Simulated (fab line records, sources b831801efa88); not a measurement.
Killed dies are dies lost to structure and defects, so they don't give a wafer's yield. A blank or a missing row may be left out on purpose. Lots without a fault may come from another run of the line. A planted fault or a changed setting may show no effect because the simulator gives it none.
Which tool did it? | flow sky130 | 14 lots, 42 wafers sampled, at 5 steps of a route of 708

WHAT THE GAUGES READ, wafer by wafer
SKY_SONOS_TUNNEL_CD_MEAS_07: target cd 410 nm.
lot  | measured     | on        | cd_nm (nm)
L815 | day 12 00:26 | cd_sem-01 | 411.6 411.6 409.7
L816 | day 12 04:32 | cd_sem-01 | 410.7 410.8 412.4
L817 | day 12 10:50 | cd_sem-02 | 409.9 409.1 407.2
L818 | day 12 16:36 | cd_sem-01 | 406.0 407.3 406.2
L820 | day 13 08:59 | cd_sem-02 | 407.0 409.5 409.1
L823 | day 14 07:04 | cd_sem-02 | 414.2 414.1 414.2
L830 | day 16 10:46 | cd_sem-01 | 406.1 406.0 405.6
L831 | day 16 20:47 | cd_sem-02 | 409.9 412.0 412.3
L832 | day 17 02:37 | cd_sem-02 | 408.9 409.4 408.8
L833 | day 17 09:25 | cd_sem-02 | 409.2 412.1 410.2
L834 | day 17 19:14 | cd_sem-02 | 407.4 406.8 409.1
L835 | day 18 03:00 | cd_sem-01 | 410.2 409.8 409.6
L836 | day 18 15:49 | cd_sem-01 | 408.3 409.0 406.3
L837 | day 19 00:27 | cd_sem-01 | 408.4 410.0 408.7

SKY_POLY_GATE_THK_MEAS_01.
lot  | measured     | on            | POLY_GATE_CVD_00_THK (nm)
L815 | day 15 09:52 | film_metro-03 | 180.7 180.4 179.7
L816 | day 15 09:53 | film_metro-01 | 179.0 178.9 180.1
L817 | day 15 15:37 | film_metro-03 | 183.1 182.1 183.1
L818 | day 15 15:37 | film_metro-01 | 182.6 183.1 182.4
L820 | day 16 08:26 | film_metro-01 | 182.7 182.1 182.4
L823 | day 17 02:44 | film_metro-01 | 177.1 178.5 178.2
L830 | day 19 15:53 | film_metro-04 | 179.4 178.8 177.6
L831 | day 20 02:21 | film_metro-03 | 179.1 179.7 179.1
L832 | day 20 01:08 | film_metro-04 | 179.5 180.1 178.7
L833 | day 20 11:01 | film_metro-04 | 182.0 180.7 182.3
L834 | day 20 23:52 | film_metro-03 | 180.4 181.8 182.0
L835 | day 21 11:13 | film_metro-01 | 181.6 181.3 179.7
L836 | day 21 19:07 | film_metro-04 | 177.5 177.9 177.5
L837 | day 22 02:28 | film_metro-03 | 179.4 179.8 177.9

SKY_LDD_N_OVL_MEAS_07.
lot  | measured     | on         | LDD_N_OVL (nm)
L815 | day 19 06:22 | overlay-01 | 0.8 1.8 2.9
L816 | day 19 06:05 | overlay-02 | -1.0 0.0 -1.8
L817 | day 19 15:16 | overlay-02 | -0.5 1.6 0.5
L818 | day 19 14:41 | overlay-01 | 1.3 -1.0 1.9
L820 | day 20 05:26 | overlay-01 | 0.0 0.1 0.6
L823 | day 21 01:07 | overlay-02 | 1.1 1.6 0.7
L830 | day 23 13:53 | overlay-01 | -1.0 0.0 0.1
L831 | day 24 01:34 | overlay-02 | 0.2 -0.4 -0.4
L832 | day 23 23:32 | overlay-02 | -3.2 1.7 -0.6
L833 | day 24 07:22 | overlay-02 | 2.4 2.6 3.3
L834 | day 25 14:20 | overlay-02 | 1.9 1.4 0.1
L835 | day 25 14:02 | overlay-01 | -0.2 -2.0 -1.4
L836 | day 25 15:29 | overlay-01 | 1.4 -1.5 1.5
L837 | day 25 23:23 | overlay-01 | 1.3 2.0 1.1

WHICH TOOL RAN EACH LOT (tool, then ch and the chambers of the sampled wafers, then the start)
lot  | SKY_POLY_GATE_ETCH_16              | SKY_POLY_GATE_STRIP_18
L815 | rie_diel-01 ch 0,1,3, day 17 19:16 | plasma_asher-02 ch 0,1, day 17 19:25
L816 | rie_diel-04 ch 1,2,3, day 17 18:55 | plasma_asher-04 ch 0,1, day 17 19:04
L817 | rie_diel-01 ch 0,2,3, day 18 00:52 | plasma_asher-03 ch 0,1, day 18 01:01
L818 | rie_diel-02 ch 0,1,3, day 18 03:19 | plasma_asher-04 ch 0,1, day 18 03:28
L820 | rie_diel-01 ch 1,2, day 18 19:34   | plasma_asher-03 ch 0,1, day 18 19:43
L823 | rie_diel-01 ch 1,2,3, day 19 16:30 | plasma_asher-04 ch 0,1, day 19 16:44
L830 | rie_diel-01 ch 0,3, day 22 07:25   | plasma_asher-04 ch 0,1, day 22 07:34
L831 | rie_diel-02 ch 0,2, day 22 17:55   | plasma_asher-04 ch 0,1, day 22 18:04
L832 | rie_diel-01 ch 0,2,3, day 22 16:13 | plasma_asher-02 ch 0,1, day 22 16:22
L833 | rie_diel-04 ch 1,2, day 23 00:25   | plasma_asher-03 ch 0,1, day 23 00:34
L834 | rie_diel-01 ch 0,2,3, day 24 05:58 | plasma_asher-03 ch 0, day 24 06:07
L835 | rie_diel-04 ch 0,1,3, day 24 06:16 | plasma_asher-04 ch 0,1, day 24 06:26
L836 | rie_diel-02 ch 1,2,3, day 24 07:57 | plasma_asher-04 ch 0,1, day 24 08:08
L837 | rie_diel-04 ch 0,1, day 24 15:46   | plasma_asher-03 ch 0,1, day 24 15:55
- SKY_POLY_GATE_ETCH_16: etches Si3N4 in CH3F/O2, stops on poly-Si, time 147.5 s, target depth 75 nm.
- SKY_POLY_GATE_STRIP_18: strips in O2/N2.

WHAT THE TOOLS THEMSELVES READ (means of the sampled wafers that have a number; where no wafer has one, the mark that the record gives instead)
SKY_POLY_GATE_ETCH_16.
lot  | tool        | O2_flow_sccm (sccm) | bias_w (W) | chamber_pressure_mTorr (mTorr) | drypump_motor_current_A (A) | oes_product_au (a.u.) | throttle_valve_pct (%)
L815 | rie_diel-01 | 30.03               | 79.75      | 24.995                         | 5.9                         | 0.646                 | 10.534
L816 | rie_diel-04 | 29.92               | 79.94      | 24.988                         | 5.8                         | 0.638                 | 10.539
L817 | rie_diel-01 | 30.14               | 79.92      | 24.984                         | 6.0                         | 0.638                 | 10.538
L818 | rie_diel-02 | 29.95               | 80.04      | 24.996                         | 6.4                         | 0.640                 | 10.543
L820 | rie_diel-01 | -                   | -          | -                              | -                           | -                     | -
L823 | rie_diel-01 | -                   | -          | -                              | -                           | -                     | -
L830 | rie_diel-01 | 30.00               | 80.01      | 24.975                         | 6.0                         | 0.642                 | 10.540
L831 | rie_diel-02 | 30.09               | 79.84      | 25.034                         | 5.7                         | 0.641                 | 10.537
L832 | rie_diel-01 | 30.14               | 79.80      | 24.994                         | 5.9                         | 0.640                 | 10.536
L833 | rie_diel-04 | 30.02               | 80.17      | 24.983                         | 6.1                         | 0.637                 | 10.527
L834 | rie_diel-01 | 30.07               | 79.88      | 24.998                         | 6.0                         | 0.637                 | 10.534
L835 | rie_diel-04 | 29.99               | 79.96      | 24.993                         | 5.6                         | 0.639                 | 10.529
L836 | rie_diel-02 | 29.95               | 79.77      | 25.024                         | 6.0                         | 0.641                 | 10.539
L837 | rie_diel-04 | 30.04               | 80.11      | 25.009                         | 5.7                         | 0.636                 | 10.525

SKY_POLY_GATE_STRIP_18.
lot  | tool            | chamber_pressure_mTorr (mTorr) | drypump_motor_current_A (A) | oes_product_au (a.u.) | strip_time_to_endpoint_s (s)
L815 | plasma_asher-02 | 1499.5                         | 5.9                         | 0.359                 | 3.18
L816 | plasma_asher-04 | 1498.8                         | 5.7                         | 0.360                 | 3.17
L817 | plasma_asher-03 | 1500.3                         | 5.5                         | 0.364                 | 3.18
L818 | plasma_asher-04 | 1500.3                         | 5.7                         | 0.359                 | 3.17
L820 | plasma_asher-03 | 1500.9                         | 5.8                         | 0.410                 | 4.32
L823 | plasma_asher-04 | 1502.5                         | 5.7                         | 0.411                 | 4.32
L830 | plasma_asher-04 | 1500.9                         | 5.7                         | 0.363                 | 3.20
L831 | plasma_asher-04 | 1499.8                         | 5.9                         | 0.361                 | 3.18
L832 | plasma_asher-02 | 1499.0                         | 5.6                         | 0.359                 | 3.21
L833 | plasma_asher-03 | 1500.1                         | 5.8                         | 0.359                 | 3.16
L834 | plasma_asher-03 | 1499.6                         | 6.0                         | 0.360                 | 3.17
L835 | plasma_asher-04 | 1500.4                         | 5.9                         | 0.359                 | 3.16
L836 | plasma_asher-04 | 1498.3                         | 5.7                         | 0.365                 | 3.19
L837 | plasma_asher-03 | 1500.2                         | 5.5                         | 0.359                 | 3.17

THE ANSWER, worked out from the rows above alone
Rule: what is usual is taken from the lots themselves. Put in order of their means at a reading, lots are off if they are a third of the lots or fewer, leave a main group of 4 or more, and stand apart from it by a gap of 3 or more times the standard deviation of the main group's means; of several such gaps the widest counts. A main group whose means are all the same, to the digits that the tables above print for the reading, isn't used. A lot without any number at a reading at which 4 lots or more have one is off too. The other lots that the step has rows for count as sound. The gauges are gone through in route order, then the tools' own readings, and for those a lot's mean is taken as printed above. The first step at which some lot is off is used, and at that step the reading that is off furthest; a lot without a number counts as furthest.
Off: L820, L823, at SKY_POLY_GATE_ETCH_16 (O2_flow_sccm). Without a number there: L820, L823. The main group: mean 30.03 sccm, standard deviation 0.069.
A tool fits if, at that step or a process step before it, it ran every lot that is off, and no sound lot after the first of them. None of those tried fits.

WHAT THE SIMULATOR HAD PUT IN
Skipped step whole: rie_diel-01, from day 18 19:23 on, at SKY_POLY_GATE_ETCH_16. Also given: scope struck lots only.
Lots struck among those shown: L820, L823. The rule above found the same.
